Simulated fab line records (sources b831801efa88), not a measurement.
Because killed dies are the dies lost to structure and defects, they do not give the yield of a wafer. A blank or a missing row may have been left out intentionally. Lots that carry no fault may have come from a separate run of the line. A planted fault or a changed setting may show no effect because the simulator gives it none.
A struck lot beside a sound one / flow sfqLine / 21 steps out of a route of 325
Sound: these wafers, L142.2, L142.3, L142.6. Wafers L149.2, L149.3, L149.4 were the ones struck. The cause is named last.
Per side, at each step with rows, come the tool, then ch with its chambers, and then its first start. Under that, the readings that differ: sound wafers / struck wafers / difference of the means / sigmas: that difference in standard deviations of wafers without a fault.
alike: same words and numbers on both sides, and readings whose means sit less than 2 such deviations apart. not compared: any withheld reading, any reading some wafer has no value for, any bound like >300 that may hide the same value, and any number with overlapping values for which the record gives no deviation.
The two part at a step that has a row with sigmas, a row that says differs or no value, or rows on one side only. When numbers do not overlap yet have no deviation, they are printed without sigmas and do not part them. Lack of a reading on every wafer of one side parts them only where that side has two or more wafers.

first, 6 steps without rows for these wafers: SFQ_TRILAYER_I5_LITHO_COAT_149 (resist thk 62 nm); SFQ_TRILAYER_I5_LITHO_COAT_144 (resist thk 650 nm); SFQ_TRILAYER_I5_LITHO_SOFTBAKE_148; SFQ_TRILAYER_I5_LITHO_EXPOSE_145 (exposes mask I5, target cd 700 nm); SFQ_TRILAYER_I5_LITHO_PEB_147 (peb time 60 s); SFQ_TRILAYER_I5_LITHO_DEVELOP_146 (time 60 s).
SFQ_I5_OVL_MEAS_936:
  struck on overlay-01, day 69 21:18; sound on overlay-02, day 67 19:26
  alike: I5_OVL
SFQ_TRILAYER_I5_BARC_OPEN_VIA_ETCH_200: etches BARC in O2, target depth 125 nm, time 41.7 s.
  sound on rieDiel-04 ch 0,3, day 67 19:28; struck on rieDiel-03 ch 1,2,3, day 69 21:20
  alike: drypumpMotorCurrentA, oesProductAu
  not compared: rfHoursCounterH
SFQ_TRILAYER_I5_ETCH_VIA_ETCH_147: etches the open film in CHF3, stops on Nb, target depth 360 nm.
  sound on rieDiel-04 ch 0,3, day 67 19:30; struck on rieDiel-03 ch 1,2,3, day 69 21:22
  alike: drypumpMotorCurrentA, oesProductAu
SFQ_TRILAYER_I5_STRIP_STRIP_148: strips in O2.
  sound on rieMetal-02 ch 0,1, day 67 19:39; struck on rieMetal-02 ch 0,1, day 69 21:31
  alike: drypumpMotorCurrentA, oesProductAu, platenTempC
  not compared: rfHoursCounterH
then, 2 steps without rows for these wafers: SFQ_TRILAYER_I5_STRIP_SOLV_CLEAN_149 (cleans in NMP, time 600 s); SFQ_TRILAYER_C5_LITHO_COAT_156 (resist thk 62 nm).
SFQ_TRILAYER_C5_LITHO_COAT_151: resist thk 650 nm.
  sound on lithoTrack-03 ch 0, day 67 20:46; struck on lithoTrack-01 ch 0, day 69 22:39
reading=spinSpeedRpm (rpm); sound=2995.7 2999.0 3002.9; struck=2737.5 2741.4 2744.2; difference=-258.2; sigmas=-99 or more
reading=model.KrF_of_TRILAYER_C5_LITHO_COAT_151.thkNm (nm); sound=648.1 648.4 648.2; struck=684.9 682.3 682.3; difference=+34.9; sigmas=
then, 4 steps without rows for these wafers: SFQ_TRILAYER_C5_LITHO_SOFTBAKE_155; SFQ_TRILAYER_C5_LITHO_EXPOSE_152 (exposes mask C5, target cd 500 nm); SFQ_TRILAYER_C5_LITHO_PEB_154 (peb time 60 s); SFQ_TRILAYER_C5_LITHO_DEVELOP_153 (time 60 s).
-- the record jumps here: 4 days lie between the struck wafers' starts before and after --
SFQ_C5_OVL_MEAS_937:
  struck on overlay-01, day 74 05:35; sound on overlay-02, day 72 08:06
  alike: C5_OVL
SFQ_TRILAYER_C5_BARC_OPEN_VIA_ETCH_210: etches BARC in O2, target depth 125 nm, time 41.7 s.
  sound on rieDiel-01 ch 1,2,3, day 72 08:08; struck on rieDiel-01 ch 1,3, day 74 05:37
  alike: drypumpMotorCurrentA, oesProductAu
  not compared: rfHoursCounterH
SFQ_TRILAYER_C5_ETCH_VIA_ETCH_154: etches SiO2 in CHF3, stops on Nb, target depth 84 nm.
  sound on rieDiel-01 ch 1,2,3, day 72 08:10; struck on rieDiel-01 ch 1,3, day 74 05:39
reading=model.KrF_of_TRILAYER_C5_LITHO_COAT_151.thkNm (nm); sound=561.4 560 561.4; struck=598.3 594.6 595.7; difference=+35.3; sigmas=
  alike: drypumpMotorCurrentA, oesProductAu
SFQ_TRILAYER_C5_STRIP_STRIP_155: strips in O2.
  sound on rieMetal-03 ch 1, day 72 08:13; struck on rieMetal-03 ch 0,1, day 74 05:42
  alike: drypumpMotorCurrentA, oesProductAu, platenTempC
  not compared: rfHoursCounterH

WHERE THEY PART
Only at SFQ_TRILAYER_C5_LITHO_COAT_151, within this record. Later steps at which nothing parts them and some readings are alike: SFQ_C5_OVL_MEAS_937, SFQ_TRILAYER_C5_BARC_OPEN_VIA_ETCH_210, SFQ_TRILAYER_C5_ETCH_VIA_ETCH_154, SFQ_TRILAYER_C5_STRIP_STRIP_155.

WHY: what had been put in by the simulator
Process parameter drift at SFQ_TRILAYER_C5_LITHO_COAT_151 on lithoTrack-01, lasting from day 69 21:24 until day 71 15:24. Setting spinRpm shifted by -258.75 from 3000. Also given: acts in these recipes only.
